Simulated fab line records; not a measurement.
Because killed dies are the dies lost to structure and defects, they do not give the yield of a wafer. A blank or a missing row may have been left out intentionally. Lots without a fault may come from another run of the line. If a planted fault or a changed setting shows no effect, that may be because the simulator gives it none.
fab line records    flow sky130
[record] lots = 7  wafers = 21  last-day = 50
route steps=708 shown LOCAL_INTERCONNECT@402 CONTACT@406 PAD_OPEN@708
lots untouched by any fault: they come from a run of this same line in which no faults occurred
start-h: hours from the record's opening day to when the first of the lot's shown wafers began    wait-h: hours since the lot's step before    " same as the row above    L1.1+2: a row that stands for several wafers    - either no value or no given start    * or withheld: withheld    < > ~ a bound
route shown NAME@n: a module of which the file shows steps, and the number in the route of the first    usual: mean/standard deviation of fault-free wafers    same: alike in all rows    chamber/n: place in a boat    sites: readings site by site    _std_site: their standard deviation    _edge_site: outer sites' mean less inner sites'    radius-mm: how far each site lies from the wafer's centre    mask NAME#n: copy n    behind: tool/chamber where the wafer was last shaped    hold: why the lot went on hold/how many hours it stayed there/how the hold came to an end    device: transistor that didn't switch, given as n, p or np    end of line: at the end of the route, the tests of the same wafers    a step without rows: its recipe alone    killed: at the first sort, the dies lost to defects and structure; wafer yield is something else    map: a wafer's dies, x killed, . not, _ none there
set.NAME: setting as actually run; set.NAME@STEP: the setting as run at that earlier step    model.NAME: the simulator's own value behind a step, which no gauge read
certain route steps with their lots: each step a table, each wafer a row
services: the hour from which a tool's chamber was out of use, counted from the record's first day as start-h (under 0 if before that day), plus the number of hours and why
[[steps]]
[step SKY_LOCAL_INTERCONNECT_STRIP_15]
[recipe] chemistry = O2/N2  power-w = 1400  pressure-mtorr = 1500  platen-temp-c = withheld  o2-flow-sccm = 3000  n2-flow-sccm = 300  overash-fraction = 0.5
[usual] drypump-motor-current-A = 5.5/0.53  oes-product-au = 0.427/0.0046  strip-time-to-endpoint-s = 4.721/0.017
lot.wafer  tool             chamber  start-h  wait-h  drypump-motor-current-A  oes-product-au  rf-hours-counter-h  strip-time-to-endpoint-s
L320.1     plasma-asher-01  0        760.55   0.1     4.9                      0.430           33                  4.716
L320.2     "                1        "        "       5.5                      0.420           33                  4.705
L320.4     "                1        "        "       5.5                      0.433           -                   4.713
L329.4     plasma-asher-01  1        818.72   0.1     5.5                      0.426           -                   4.717
L329.5     "                0        "        "       5.0                      0.429           -                   4.728
L329.6     "                1        "        "       5.5                      0.427           -                   4.737
L332.2     plasma-asher-03  1        842.48   0.0     4.6                      0.434           71                  4.768
L332.3     "                0        "        "       5.7                      0.433           -                   4.739
L332.5     "                1        "        "       4.6                      0.427           -                   4.762
L334.4     plasma-asher-03  1        857.17   0.1     4.7                      0.421           -                   4.741
L334.5     "                0        "        "       5.7                      0.425           -                   4.703
L334.6     "                1        "        "       4.6                      0.423           -                   4.706
L335.2     plasma-asher-01  0        861.58   0.0     5.0                      0.432           40                  4.745
L335.3     "                1        "        "       5.5                      0.428           -                   4.741
L335.6     "                0        "        "       5.0                      0.414           -                   4.738
L336.1     plasma-asher-02  1        872.18   0.0     5.8                      0.417           17                  4.709
L336.5     "                1        "        "       5.8                      0.430           -                   4.708
L336.6     "                0        "        "       6.2                      0.422           -                   4.705
L337.2     plasma-asher-01  0        872.92   0.0     4.9                      0.424           41                  4.715
L337.5     "                0        "        "       4.9                      0.423           -                   4.743
L337.6     "                1        "        "       5.5                      0.425           -                   4.729
[step SKY_LOCAL_INTERCONNECT_STRIP_16]
[recipe] chemistry = post-etch-residue-remover  time-s = 1200  temp-c = 72.5
[step SKY_LOCAL_INTERCONNECT_CLEAN_17]
[recipe] chemistry = IPA  time-s = 180  temp-c = 25
[step SKY_LOCAL_INTERCONNECT_CLEAN_18]
[recipe] chemistry = O3/DIW  dry = n2-spin
[step SKY_CONTACT_CVD_00]
[recipe] material = Si3N4  target-thk-nm = 75  temp-c = 400  time-s = withheld  rf-w = 450
[usual] heater-power-w = 703/69
lot.wafer  tool      chamber  start-h  wait-h  heater-power-w
L320.1     pecvd-02  2        761.17   0.0     799
L320.2     "         1        "        "       767
L320.4     "         0        "        "       673
L329.4     pecvd-02  2        819.29   0.0     708
L329.5     "         0        "        "       708
L329.6     "         1        "        "       656
L332.2     pecvd-02  1        843.08   0.0     646
L332.3     "         2        "        "       647
L332.5     "         2        "        "       668
L334.4     pecvd-01  1        858.17   0.0     735
L334.5     "         0        "        "       637
L334.6     "         2        "        "       763
L335.2     pecvd-02  2        862.27   0.0     724
L335.3     "         1        "        "       749
L335.6     "         1        "        "       749
L336.1     pecvd-02  2        872.82   0.0     723
L336.5     "         2        "        "       722
L336.6     "         1        "        "       743
L337.2     pecvd-01  1        873.52   0.0     619
L337.5     "         1        "        "       636
L337.6     "         0        "        "       646
[step SKY_CONTACT_THK_MEAS_01]
[recipe] reads = Si3N4_of_CONTACT_CVD_00
[usual] CONTACT_CVD_00_THK = 74.7/0.95
lot.wafer  tool           chamber  start-h  wait-h  CONTACT_CVD_00_THK[nm]
L320.1     film-metro-03  -        761.20   -       74.0
L320.2     "              -        "        "       74.8
L320.4     "              -        "        "       75.1
L329.4     film-metro-02  -        819.34   -       74.5
L329.5     "              -        "        "       75.0
L329.6     "              -        "        "       75.3
L332.2     film-metro-02  -        843.14   -       74.4
L332.3     "              -        "        "       74.6
L332.5     "              -        "        "       74.0
L334.4     film-metro-02  -        858.22   -       73.5
L334.5     "              -        "        "       74.2
L334.6     "              -        "        "       74.2
L335.2     film-metro-03  -        862.33   -       74.1
L335.3     "              -        "        "       75.4
L335.6     "              -        "        "       75.0
L336.1     film-metro-02  -        872.87   -       73.4
L336.5     "              -        "        "       75.8
L336.6     "              -        "        "       74.8
L337.2     film-metro-02  -        873.56   -       73.9
L337.5     "              -        "        "       75.3
L337.6     "              -        "        "       74.6
[step SKY_CONTACT_HDPCVD_02]
[recipe] material = SiO2  target-thk-nm = 565  sigma-open-frac = 0.3  time-s = 94.2  temp-c = 600  sih4-flow-sccm = 60  pressure-mtorr = 6
[step SKY_CONTACT_THK_MEAS_03]
[recipe] reads = SiO2_of_CONTACT_HDPCVD_02
[usual] CONTACT_HDPCVD_THK = 567/4.8
lot.wafer  tool           chamber  start-h  wait-h  CONTACT_HDPCVD_THK[nm]
L320.1     film-metro-04  -        761.33   0.0     563
L320.2     "              -        "        "       567
L320.4     "              -        "        "       568
L329.4     film-metro-03  -        819.47   0.0     570
L329.5     "              -        "        "       562
L329.6     "              -        "        "       564
L332.2     film-metro-04  -        843.27   0.0     564
L332.3     "              -        "        "       570
L332.5     "              -        "        "       570
L334.4     film-metro-04  -        858.35   0.0     569
L334.5     "              -        "        "       569
L334.6     "              -        "        "       562
L335.2     film-metro-02  -        862.46   0.0     567
L335.3     "              -        "        "       562
L335.6     "              -        "        "       570
L336.1     film-metro-02  -        873.00   0.0     566
L336.5     "              -        "        "       563
L336.6     "              -        "        "       565
L337.2     film-metro-04  -        873.69   0.0     563
L337.5     "              -        "        "       567
L337.6     "              -        "        "       570
[step SKY_CONTACT_CMP_04]
[recipe] material = SiO2  down-force-psi = 4  platen-rpm = 60  pad-velocity-m-s = 0.94248
[usual] motor-current-A = 11.4/1.1  time-to-endpoint-s = 82/3.5
lot.wafer  tool    chamber  start-h  wait-h  motor-current-A  time-to-endpoint-s
L320.4     cmp-02  0        761.44   0.1     11.2             84
L320.2     "       1        "        "       10.9             88
L320.1     "       2        "        "       10.3             82
L329.4     cmp-01  0        819.50   0.0     13.3             85
L329.5     "       0        "        "       12.7             80
L329.6     "       1        "        "       10.4             86
L332.2     cmp-01  3        843.65   0.4     12.9             81
L332.3     "       0        "        "       13.3             81
L332.5     "       1        "        "       10.1             88
L334.4     cmp-01  2        858.48   0.1     10.8             79
L334.5     "       0        "        "       12.3             79
L334.6     "       1        "        "       9.9              81
L335.3     cmp-02  1        862.51   0.0     11.2             80
L335.2     "       3        "        "       11.6             83
L335.6     "       1        "        "       11.6             83
L336.1     cmp-02  0        873.11   0.1     11.8             81
L336.6     "       3        "        "       12.4             84
L336.5     "       0        "        "       11.8             82
L337.2     cmp-01  2        873.84   0.1     11.0             78
L337.5     "       0        "        "       12.8             82
L337.6     "       1        "        "       9.7              86
[step SKY_CONTACT_BOW_MEAS_05]
[recipe] mode = bow
[usual] CONTACT_BOW = 83/7.4
lot.wafer  tool           chamber  start-h  wait-h  CONTACT_BOW[um]
L320.1     film-metro-02  -        761.69   0.1     94
L320.2     "              -        "        "       84
L320.4     "              -        "        "       90
L329.4     film-metro-03  -        819.86   0.3     94
L329.5     "              -        "        "       90
L329.6     "              -        "        "       80
L332.2     film-metro-02  -        843.87   0.2     95
L332.3     "              -        "        "       83
L332.5     "              -        "        "       94
L334.4     film-metro-03  -        858.74   0.2     77
L334.5     "              -        "        "       68
L334.6     "              -        "        "       85
L335.2     film-metro-03  -        862.83   0.2     63
L335.3     "              -        "        "       77
L335.6     "              -        "        "       85
L336.1     film-metro-04  -        873.36   0.2     82
L336.5     "              -        "        "       89
L336.6     "              -        "        "       80
L337.2     film-metro-04  -        874.06   0.2     80
L337.5     "              -        "        "       87
L337.6     "              -        "        "       85
[step SKY_CONTACT_DEHYDRATE_06]
[recipe] temp-c = 200  time-s = 60
[step SKY_CONTACT_HMDS_07]
[recipe] prime-time-s = 60  prime-temp-c = 120
[step SKY_CONTACT_COAT_08]
[recipe] resist = BARC  temp-c = withheld  time-s = withheld  spin-rpm = 3000  resist-thk-nm = 60
[usual] spin-speed-rpm = 2999.7/2.2
lot.wafer  tool            chamber  start-h  wait-h  spin-speed-rpm
L320.1     litho-track-02  0        774.54   0.1     2999.2
L320.2     "               0        "        "       2997.1
L320.4     "               0        "        "       2999.0
L329.4     litho-track-04  0        832.27   0.1     2998.6
L329.5     "               0        "        "       2999.8
L329.6     "               0        "        "       2999.3
L332.2     litho-track-04  0        855.87   0.1     2520.2
L332.3     "               0        "        "       2522.8
L332.5     "               0        "        "       2522.6
L334.4     litho-track-04  0        871.97   0.1     2525.5
L334.5     "               0        "        "       2521.1
L334.6     "               0        "        "       2523.5
L335.2     litho-track-04  0        876.02   0.1     2525.6
L335.3     "               0        "        "       2524.5
L335.6     "               0        "        "       2523.5
L336.1     litho-track-01  0        885.36   0.1     2994.6
L336.5     "               0        "        "       2998.2
L336.6     "               0        "        "       3001.9
L337.2     litho-track-02  0        886.47   0.1     3000.3
L337.5     "               0        "        "       3000.6
L337.6     "               0        "        "       3001.3
[step SKY_CONTACT_COAT_09]
[recipe] resist = KrF-thick  spin-rpm = 2949  resist-thk-nm = 450
[step SKY_CONTACT_SOFTBAKE_10]
[recipe] temp-c = 100  time-s = 90  resist = KrF-thick
[step SKY_CONTACT_EXPOSE_11]
[recipe] mask-id = CTM1  na = 0.8  source-shape = annular  sigma-inner = 0.55  sigma-outer = 0.85  target-cd-nm = 170  dose-mj = 38
[step SKY_CONTACT_PEB_12]
[recipe] peb-temp-c = withheld  peb-time-s = withheld  resist = KrF-thick
[step SKY_CONTACT_DEVELOP_13]
[recipe] develop-time-s = 60  resist = KrF-thick  dev-temp-c = 21
[step SKY_CONTACT_CD_MEAS_14]
[recipe] target-cd-nm = 170
[usual] cd-nm = 169.8/1.7
lot.wafer  tool       chamber  start-h  wait-h  cd-nm
L320.1     cd-sem-01  -        787.90   -       168.2
L320.2     "          -        "        "       169.1
L320.4     "          -        "        "       168.7
L329.4     cd-sem-01  -        845.62   -       167.6
L329.5     "          -        "        "       167.9
L329.6     "          -        "        "       167.5
L332.2     cd-sem-01  -        869.92   -       173.5
L332.3     "          -        "        "       171.9
L332.5     "          -        "        "       172.7
L334.4     cd-sem-02  -        884.61   -       169.7
L334.5     "          -        "        "       168.6
L334.6     "          -        "        "       168.6
L335.2     cd-sem-01  -        888.73   -       169.9
L335.3     "          -        "        "       168.0
L335.6     "          -        "        "       169.4
L336.1     cd-sem-01  -        898.55   -       170.6
L336.5     "          -        "        "       171.2
L336.6     "          -        "        "       169.9
L337.2     cd-sem-02  -        899.72   -       172.1
L337.5     "          -        "        "       173.0
L337.6     "          -        "        "       172.6
[step SKY_CONTACT_OVL_MEAS_15]
[usual] CONTACT_OVL = 2/5.5
lot.wafer  tool        chamber  start-h  wait-h  CONTACT_OVL[nm]
L320.1     overlay-02  -        788.02   0.1     9
L320.2     "           -        "        "       5
L320.4     "           -        "        "       2
L329.4     overlay-01  -        845.70   0.1     -6
L329.5     "           -        "        "       3
L329.6     "           -        "        "       3
L332.2     overlay-01  -        870.03   0.1     12
L332.3     "           -        "        "       13
L332.5     "           -        "        "       10
L334.4     overlay-01  -        884.69   0.1     -7
L334.5     "           -        "        "       -1
L334.6     "           -        "        "       1
L335.2     overlay-01  -        888.84   0.1     -10
L335.3     "           -        "        "       -1
L335.6     "           -        "        "       -1
L336.1     overlay-01  -        898.67   0.1     5
L336.5     "           -        "        "       2
L336.6     "           -        "        "       6
L337.2     overlay-01  -        899.83   0.1     5
L337.5     "           -        "        "       7
L337.6     "           -        "        "       7
[step SKY_CONTACT_ETCH_16]
[recipe] chemistry = N2/H2  target = BARC  ion-energy-ev = 200  source-w = 500  bias-w = 100  pressure-mtorr = 30  n2-flow-sccm = 100  h2-flow-sccm = 200  stop-on = SiO2  time-s = 45.9  target-depth-a = 600
[usual] drypump-motor-current-A = 5.6/0.42  oes-product-au = 0.854/0.005  throttle-valve-pct = 13.224/0.01
lot.wafer  tool         chamber  start-h  wait-h  drypump-motor-current-A  oes-product-au  rf-hours-counter-h  throttle-valve-pct  model.etch.depth-nm
L320.1     rie-diel-02  2        788.06   0.0     6.2                      0.854           36                  13.221              59.74
L320.2     "            1        "        "       6.0                      0.844           12                  13.223              59.84
L320.4     "            3        "        "       5.6                      0.860           9                   13.224              59.91
L329.4     rie-diel-03  0        845.72   0.0     6.0                      0.853           13                  13.229              59.78
L329.5     "            0        "        "       6.0                      0.852           -                   13.214              59.79
L329.6     "            1        "        "       5.6                      0.852           -                   13.239              59.95
L332.2     rie-diel-04  2        870.06   0.0     5.4                      0.894           9                   13.229              65.46
L332.3     "            0        "        "       5.1                      0.895           18                  13.231              65.18
L332.5     "            3        "        "       6.2                      0.907           -                   13.223              65.35
L334.4     rie-diel-04  0        884.73   0.0     5.1                      0.894           -                   13.234              65.25
L334.5     "            3        "        "       6.2                      0.893           -                   13.231              65.14
L334.6     "            2        "        "       5.4                      0.897           -                   13.239              65.26
L335.2     rie-diel-02  2        888.87   0.0     6.2                      0.893           2                   13.222              65.16
L335.3     "            0        "        "       5.6                      0.895           8                   13.240              65.34
L335.6     "            1        "        "       6.0                      0.898           -                   13.216              65.25
L336.1     rie-diel-03  3        898.71   0.0     5.4                      0.860           16                  13.224              60.14
L336.5     "            0        "        "       6.0                      0.855           -                   13.227              60.17
L336.6     "            3        "        "       5.4                      0.863           -                   13.235              59.97
L337.2     rie-diel-04  0        899.86   0.0     5.1                      0.851           19                  13.226              59.75
L337.5     "            2        "        "       5.4                      0.855           -                   13.223              59.85
L337.6     "            0        "        "       5.1                      0.848           -                   13.219              59.86
[step SKY_CONTACT_ETCH_17]
[recipe] target = SiO2  chemistry = C4F8/O2/Ar  stop-on = Si3N4  mask-material = KrF-thick  source-w = 1500  bias-w = 1200  pressure-mtorr = 40  c4f8-flow-sccm = withheld  O2_flow_sccm = 6  Ar_flow_sccm = 300  time-s = withheld  target-depth-a = 3400
[usual] oes-product-au = 0.891/0.005
lot.wafer  tool         chamber  start-h  wait-h  oes-product-au
L320.1     rie-diel-02  2        788.10   0.0     0.895
L320.2     "            1        "        "       0.897
L320.4     "            3        "        "       0.889
L329.4     rie-diel-03  0        845.76   0.0     0.888
L329.5     "            0        "        "       0.888
L329.6     "            1        "        "       0.888
L332.2     rie-diel-04  2        870.10   0.0     0.899
L332.3     "            0        "        "       0.890
L332.5     "            3        "        "       0.901
L334.4     rie-diel-04  0        884.77   0.0     0.901
L334.5     "            3        "        "       0.879
L334.6     "            2        "        "       0.889
L335.2     rie-diel-02  2        888.91   0.0     0.892
L335.3     "            0        "        "       0.894
L335.6     "            1        "        "       0.902
L336.1     rie-diel-03  3        898.75   0.0     0.891
L336.5     "            0        "        "       0.895
L336.6     "            3        "        "       0.897
L337.2     rie-diel-04  0        899.90   0.0     0.889
L337.5     "            2        "        "       0.900
L337.6     "            0        "        "       0.898
[step SKY_PAD_OPEN_PROBE_99]
[usual] killed_at_M0_to_M3 = 43/6.9  killed_at_M4_up = 3.2/2  killed-at-contacts = 25/5.1  killed-at-front-end = 15/4.5  killed-at-other = 0.2/0.51  killed-dies = 85/9.5  killed-open = 48/6.9  killed-short = 38/6.7
[same] gross-dies = 492  killed-at-back-side = 0
lot.wafer  tool       chamber  start-h  wait-h  killed_at_M0_to_M3  killed_at_M4_up  killed-at-contacts  killed-at-front-end  killed-at-other  killed-dies  killed-open  killed-short
L320.1     prober-02  -        1117.66  0.1     39                  1                17                  19                   0                76           44           32
L320.2     prober-02  -        1117.71  0.1     42                  9                25                  16                   1                93           41           52
L320.4     prober-02  -        1117.81  0.2     40                  3                30                  26                   0                99           55           44
L329.4     prober-01  -        1159.37  0.2     51                  6                23                  22                   0                102          47           55
L329.5     prober-01  -        1159.42  0.2     53                  5                17                  9                    0                84           40           44
L329.6     prober-01  -        1159.47  0.2     44                  4                19                  10                   0                77           40           37
L332.2     prober-02  -        1173.47  0.1     32                  2                16                  17                   0                67           32           35
L332.3     prober-02  -        1173.52  0.2     43                  2                26                  10                   0                81           49           32
L332.5     prober-02  -        1173.62  0.2     34                  3                31                  8                    0                76           55           21
L334.4     prober-02  -        1183.52  0.2     39                  2                30                  15                   0                86           59           27
L334.5     prober-02  -        1183.57  0.2     56                  3                17                  13                   0                89           47           42
L334.6     prober-02  -        1183.62  0.2     50                  6                26                  10                   0                92           41           51
L335.2     prober-01  -        1187.33  0.1     45                  2                29                  17                   0                93           54           39
L335.3     prober-01  -        1187.38  0.2     35                  3                26                  20                   0                84           51           33
L335.6     prober-01  -        1187.53  0.2     48                  3                28                  8                    0                87           46           41
L337.2     prober-01  -        1194.63  0.1     43                  4                24                  9                    1                81           53           28
L337.5     prober-01  -        1194.78  0.2     37                  3                27                  16                   1                84           47           37
L337.6     prober-01  -        1194.83  0.2     46                  2                26                  22                   0                96           48           48
// killed by level:class
L320.1 VIA1:geometric-particle:open=8 METAL2:geometric-particle:short=8 LI_CONTACT:geometric-particle:open=6 VIA2:geometric-particle:open=6 CONTACT:geometric-particle:short=5 POLY_GATE:geometric-particle:open=4 VIA3:geometric-particle:open=4 CONTACT:geometric-particle:open=4
L320.2 VIA1:geometric-particle:open=10 CONTACT:geometric-particle:short=8 CONTACT:geometric-particle:open=8 VIA2:geometric-particle:open=6 METAL4:geometric-particle:short=6 VIA1:geometric-particle:short=5 POLY_GATE:geometric-particle:short=5 LI_CONTACT:geometric-particle:open=5
L320.4 FIELD_ISO:geometric-particle:open=15 CONTACT:geometric-particle:open=11 VIA1:geometric-particle:open=9 FIELD_ISO:geometric-particle:short=6 VIA1:geometric-particle:short=6 LI_CONTACT:geometric-particle:open=5 CONTACT:geometric-particle:short=5 VIA3:geometric-particle:open=5
L329.4 METAL1:geometric-particle:short=10 POLY_GATE:geometric-particle:short=9 LI_CONTACT:geometric-particle:open=9 VIA1:geometric-particle:open=7 VIA2:geometric-particle:open=7 LOCAL_INTERCONNECT:geometric-particle:short=5 METAL2:geometric-particle:short=5 VIA1:geometric-particle:short=5
L329.5 VIA1:geometric-particle:open=8 VIA3:geometric-particle:open=7 METAL1:geometric-particle:short=7 CONTACT:geometric-particle:short=6 VIA1:geometric-particle:short=6 METAL2:geometric-particle:short=6 VIA2:geometric-particle:open=6 LI_CONTACT:geometric-particle:open=5
L329.6 METAL2:geometric-particle:short=9 VIA2:geometric-particle:open=8 LI_CONTACT:geometric-particle:open=7 VIA1:geometric-particle:open=7 FIELD_ISO:geometric-particle:open=6 CONTACT:geometric-particle:short=6 VIA3:geometric-particle:open=5 METAL1:geometric-particle:short=4
L332.2 VIA1:geometric-particle:open=10 FIELD_ISO:geometric-particle:short=6 CONTACT:geometric-particle:open=6 METAL2:geometric-particle:short=6 FIELD_ISO:geometric-particle:open=5 LI_CONTACT:geometric-particle:open=5 METAL1:geometric-particle:short=4 CONTACT:geometric-particle:short=3
L332.3 LI_CONTACT:geometric-particle:open=12 VIA1:geometric-particle:open=9 VIA3:geometric-particle:open=8 VIA3:geometric-particle:short=6 POLY_GATE:geometric-particle:open=5 CONTACT:geometric-particle:open=4 METAL2:geometric-particle:short=4 VIA2:geometric-particle:open=4
L332.5 CONTACT:geometric-particle:open=15 VIA1:geometric-particle:open=11 VIA2:geometric-particle:open=9 LI_CONTACT:geometric-particle:open=7 POLY_GATE:geometric-particle:open=3 METAL2:geometric-particle:short=3 LOCAL_INTERCONNECT:geometric-particle:short=3 CONTACT:geometric-particle:short=3
L334.4 CONTACT:geometric-particle:open=16 VIA1:geometric-particle:open=12 LI_CONTACT:geometric-particle:open=6 VIA2:geometric-particle:open=6 FIELD_ISO:geometric-particle:open=5 VIA3:geometric-particle:open=5 LOCAL_INTERCONNECT:geometric-particle:short=4 CONTACT:geometric-particle:short=4
L334.5 VIA1:geometric-particle:open=17 METAL2:geometric-particle:short=8 VIA3:geometric-particle:open=8 LI_CONTACT:geometric-particle:open=5 VIA3:geometric-particle:short=5 CONTACT:geometric-particle:open=5 METAL1:geometric-particle:short=5 VIA1:geometric-particle:short=5
L334.6 VIA3:geometric-particle:open=8 CONTACT:geometric-particle:open=7 VIA1:geometric-particle:short=7 CONTACT:geometric-particle:short=7 VIA2:geometric-particle:open=7 LI_CONTACT:geometric-particle:open=6 METAL2:geometric-particle:short=6 VIA3:geometric-particle:short=6
L335.2 LI_CONTACT:geometric-particle:open=10 VIA1:geometric-particle:open=9 VIA2:geometric-particle:open=8 METAL2:geometric-particle:short=7 VIA3:geometric-particle:open=7 CONTACT:geometric-particle:short=6 CONTACT:geometric-particle:open=6 POLY_GATE:geometric-particle:open=5
L335.3 CONTACT:geometric-particle:open=11 LI_CONTACT:geometric-particle:open=7 FIELD_ISO:geometric-particle:open=5 POLY_GATE:geometric-particle:short=5 METAL2:geometric-particle:open=5 VIA1:geometric-particle:open=5 VIA2:geometric-particle:short=5 VIA2:geometric-particle:open=5
L335.6 VIA3:geometric-particle:open=10 CONTACT:geometric-particle:open=9 VIA2:geometric-particle:open=9 METAL3:geometric-particle:short=7 CONTACT:geometric-particle:short=7 LI_CONTACT:geometric-particle:open=5 METAL1:geometric-particle:short=5 VIA1:geometric-particle:open=5
L337.2 CONTACT:geometric-particle:open=15 VIA1:geometric-particle:open=10 VIA3:geometric-particle:open=7 METAL1:geometric-particle:short=4 METAL1:geometric-particle:open=4 VIA1:geometric-particle:short=4 POLY_GATE:geometric-particle:open=3 LI_CONTACT:geometric-particle:open=3
L337.5 LI_CONTACT:geometric-particle:open=8 VIA1:geometric-particle:open=8 VIA3:geometric-particle:open=8 FIELD_ISO:geometric-particle:short=5 CONTACT:geometric-particle:open=5 LI_CONTACT:geometric-particle:short=5 FIELD_ISO:geometric-particle:open=4 METAL2:geometric-particle:short=4
L337.6 LI_CONTACT:geometric-particle:open=10 VIA2:geometric-particle:open=10 METAL1:geometric-particle:short=8 VIA1:geometric-particle:open=7 CONTACT:geometric-particle:short=7 METAL2:geometric-particle:short=7 FIELD_ISO:geometric-particle:short=6 FIELD_ISO:geometric-particle:open=5
[[services]]
tool             chamber  start-h  hours  kind
cmp-02           -        744.07   4.0    pm
pecvd-02         -        748.05   2.8    pm
rie-diel-03      -        754.69   4.3    pm
rie-diel-04      2        761.29   6.1    repair
plasma-asher-01  -        769.67   47.9   repair
rie-diel-02      -        785.69   0.5    repair
rie-diel-02      3        792.85   4.8    repair
rie-diel-03      3        796.82   8.6    repair
rie-diel-03      0        797.94   14.8   repair
plasma-asher-01  -        804.78   1.5    repair
rie-diel-03      2        805.35   5.2    repair
rie-diel-03      -        807.17   1.9    repair
cmp-01           -        814.12   0.2    repair
rie-diel-02      -        818.42   2.8    pm
pecvd-02         0        822.16   83.2   repair
rie-diel-03      3        823.25   1.6    repair
pecvd-02         1        823.60   16.8   repair
rie-diel-02      1        836.56   7.3    repair
cmp-01           -        839.24   0.8    repair
rie-diel-04      2        844.41   4.4    repair
cmp-01           -        848.31   5.1    repair
rie-diel-04      -        849.26   15.6   pm
plasma-asher-01  -        866.85   5.1    repair
rie-diel-04      1        878.44   28.3   repair
[[key]]
[first-sign] step = SKY_CONTACT_COAT_08  reading = spin-speed-rpm  direction = down  sigmas = 99+  usual = 2999.7  struck = 2523.3
[effect] step = SKY_CONTACT_ETCH_16  reading = oes-product-au  direction = up  sigmas = 8.5  usual = 0.854  struck = 0.896
[model-effect] step = SKY_CONTACT_ETCH_16  value = etch.depth-nm  without = 59.86  struck = 65.27
met-at SKY_CONTACT_COAT_08
struck-wafers L332.2,L332.3,L332.5,L334.4,L334.5,L334.6,L335.2,L335.3,L335.6
tester-left-out L332,L334,L335
onset-between 832.27 855.87
[fault] kind = process-parameter-drift  tool = litho-track-04  chamber = -  onset-h = 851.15  steps = SKY_CONTACT_COAT_08  channel = spin-rpm  offset = -476.33  shape = step  end-h = 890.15  acts-in = these-recipes-only  stated = 3000
// tester-left-out: of these lots the tester's yield and bins aren't shown, on N5 and GAA mostly nor the transistor test; their killed dies are dies lost to structure and defects alone, not to doping, threshold or leakage, so they don't give the yield
